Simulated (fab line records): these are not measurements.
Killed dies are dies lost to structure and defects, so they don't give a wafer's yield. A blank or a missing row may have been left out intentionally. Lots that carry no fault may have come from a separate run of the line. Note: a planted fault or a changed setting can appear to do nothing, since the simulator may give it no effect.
Comparing a struck lot with a sound one + flow sky130 + 35 steps out of a route of 708
Sound: these wafers, L998.2, L998.3, L998.4. Wafers L113.1, L113.2, L113.3 were the ones struck. The cause comes at the end.
Per side, at each step with rows, come the tool, then ch with its chambers, and then its first start. Under that, the readings that differ: sound wafers + struck wafers + difference of the means + sigmas: that difference in standard deviations of wafers without a fault.
alike: readings with means less than 2 such deviations apart, plus words and numbers identical on both sides. not compared: withheld readings, readings lacking a value on some wafer, bounds such as >300 that could conceal the same value, and numbers that have no deviation in the record and whose values overlap.
A row with sigmas, a row that says differs or no value, or rows on one side alone: a step with any of these is where the two part. Numbers that don't overlap but have no deviation are shown without sigmas and don't part them. A reading that every wafer of one side lacks parts them only if that side has two wafers or more.

SKY_SD_P_CD_MEAS_07: target cd 380 nm.
  sound on cdSem-02 at day 27 02:21; struck on cdSem-02 at day 33 07:05
| reading   | sound       | struck      | difference | sigmas |
|-----------|-------------|-------------|------------|--------|
| cdNm (nm) | 379 381 381 | 371 373 372 | -8         | -3     |
SKY_SD_P_OVL_MEAS_08:
  sound on overlay-01 at day 27 02:28; struck on overlay-01 at day 33 07:13
  alike: SD_P_OVL
next, for these wafers, 1 step has no rows: SKY_SD_P_IMPLANT_09.
SKY_SD_P_STRIP_10: strips in O2/N2.
  sound on plasmaAsher-02 ch 0,1, day 27 02:38; struck on plasmaAsher-03 ch 0,1, day 33 07:24
  alike: drypumpMotorCurrentA, oesProductAu, stripTimeToEndpointS
  not compared: rfHoursCounterH
SKY_SD_P_TW_MEAS_11:
  sound on filmMetro-02 at day 27 02:45; struck on filmMetro-02 at day 33 07:30
  alike: SD_P_TW
then, 7 steps without rows for these wafers: SKY_RES_XHIGH_DEHYDRATE_00 (time 60 s); SKY_RES_XHIGH_HMDS_01 (prime time 60 s); SKY_RES_XHIGH_COAT_02 (resist thk 1140 nm); SKY_RES_XHIGH_SOFTBAKE_03 (time 60 s); SKY_RES_XHIGH_EXPOSE_04 (exposes mask URPM, target cd 1270 nm); SKY_RES_XHIGH_PEB_05; SKY_RES_XHIGH_DEVELOP_06 (develop time 60 s).
SKY_RES_XHIGH_IMPLANT_07:
  sound on implanter-03 ch 0, day 28 07:31; struck on implanter-03 ch 0, day 34 07:35
| reading     | sound                         | struck                     | difference | sigmas      |
|-------------|-------------------------------|----------------------------|------------|-------------|
| beamOnS (s) | 35 35 34                      | 10 10 10                   | -25        | -4          |
| doseIonsCm2 | 3.594e+14 3.591e+14 3.605e+14 | 8.62e+13 8.63e+13 8.55e+13 | -2.74e+14  | -99 or more |
SKY_RES_XHIGH_STRIP_08: strips in O2/N2.
  sound on plasmaAsher-04 ch 0,1, day 28 07:39; struck on plasmaAsher-04 ch 0,1, day 34 07:44
  alike: drypumpMotorCurrentA, oesProductAu, stripTimeToEndpointS
  not compared: rfHoursCounterH
SKY_RES_XHIGH_TW_MEAS_09:
  sound on filmMetro-03 at day 28 07:46; struck on filmMetro-03 at day 34 07:50
| reading      | sound          | struck         | difference | sigmas |
|--------------|----------------|----------------|------------|--------|
| RES_XHIGH_TW | 1663 1663 1658 | 1064 1070 1069 | -594       | -37    |
then, 7 steps without rows for these wafers: SKY_SD_N_DEHYDRATE_00 (time 60 s); SKY_SD_N_HMDS_01 (prime time 60 s); SKY_SD_N_COAT_02 (resist thk 1140 nm); SKY_SD_N_SOFTBAKE_03 (time 60 s); SKY_SD_N_EXPOSE_04 (exposes mask NSDM, target cd 380 nm); SKY_SD_N_PEB_05; SKY_SD_N_DEVELOP_06 (develop time 60 s).
SKY_SD_N_CD_MEAS_07: target cd 380 nm.
  sound on cdSem-02 at day 29 11:46; struck on cdSem-02 at day 35 08:35
  alike: cdNm
SKY_SD_N_OVL_MEAS_08:
  sound on overlay-01 at day 29 11:52; struck on overlay-02 at day 35 08:42
  alike: SD_N_OVL
then, 2 steps without rows for these wafers: SKY_SD_N_IMPLANT_09; SKY_SD_N_IMPLANT_10.
SKY_SD_N_STRIP_11: strips in O2/N2.
  sound on plasmaAsher-04 ch 0,1, day 29 12:12; struck on plasmaAsher-04 ch 0,1, day 35 09:02
| reading                  | sound             | struck            | difference | sigmas |
|--------------------------|-------------------|-------------------|------------|--------|
| stripTimeToEndpointS (s) | 22.61 22.56 22.57 | 22.49 22.50 22.51 | -0.08      | -2     |
  alike: drypumpMotorCurrentA, oesProductAu
  not compared: rfHoursCounterH
SKY_SD_N_TW_MEAS_12:
  sound on filmMetro-01 at day 29 12:19; struck on filmMetro-01 at day 35 09:08
  alike: SD_N_TW
then, 1 step without rows for these wafers: SKY_SD_N_CLEAN_13 (cleans in SC1/SC2, time 150 s).
SKY_SD_N_RTA_14: time 2 s.
  sound on rtpAnneal-01 ch 0, day 29 12:26; struck on rtpAnneal-01 ch 0, day 35 09:15
  alike: lampPowerPct, wafer_temp_C_max
SKY_SD_N_RS_MEAS_16: the measuring method here is four-point-probe.
  sound on filmMetro-02 at day 29 12:37; struck on filmMetro-03 at day 35 09:25
  alike: SD_N_RS
SKY_SD_N_RS_MEAS_17: the measuring method here is four-point-probe.
  sound on filmMetro-02 at day 29 12:44; struck on filmMetro-03 at day 35 09:32
  alike: SD_P_RS
SKY_SD_N_RS_MEAS_18: the measuring method here is four-point-probe.
  sound on filmMetro-02 at day 29 12:51; struck on filmMetro-03 at day 35 09:40
| reading               | sound             | struck               | difference | sigmas      |
|-----------------------|-------------------|----------------------|------------|-------------|
| RES_XHIGH_RS (ohm/sq) | 332.7 334.4 333.7 | 1040.7 1039.4 1040.7 | +706.7     | +99 or more |
then, 1 step without rows for these wafers: SKY_SALICIDE_CLEAN_00 (cleans in HF-last, time 30 s).
-- the record jumps here: 15 days lie between the struck wafers' starts before and after (it left off in module SALICIDE and takes up again in module PAD_OPEN, whose first step shown is number 708 of the route) --
SKY_PAD_OPEN_PROBE_99:
  sound on prober-02 at day 46 19:25; struck on prober-02 at day 50 19:16
| reading                     | sound | struck | difference | sigmas |
|-----------------------------|-------|--------|------------|--------|
| model.etest.resXhighPo.open | 0 0 0 | 1 1 1  | +1         |        |
  alike: killed_at_M0_to_M3, killed_at_M4_up, killedAtContacts, killedAtFrontEnd, killedAtOther, killedDies, killedOpen, killedShort

WHERE THEY PART
Earliest at SKY_SD_P_CD_MEAS_07; latest, in this record, at SKY_SD_N_RS_MEAS_18. Later steps at which nothing parts them and some readings are alike: SKY_PAD_OPEN_PROBE_99.

WHY: what the simulator had put in
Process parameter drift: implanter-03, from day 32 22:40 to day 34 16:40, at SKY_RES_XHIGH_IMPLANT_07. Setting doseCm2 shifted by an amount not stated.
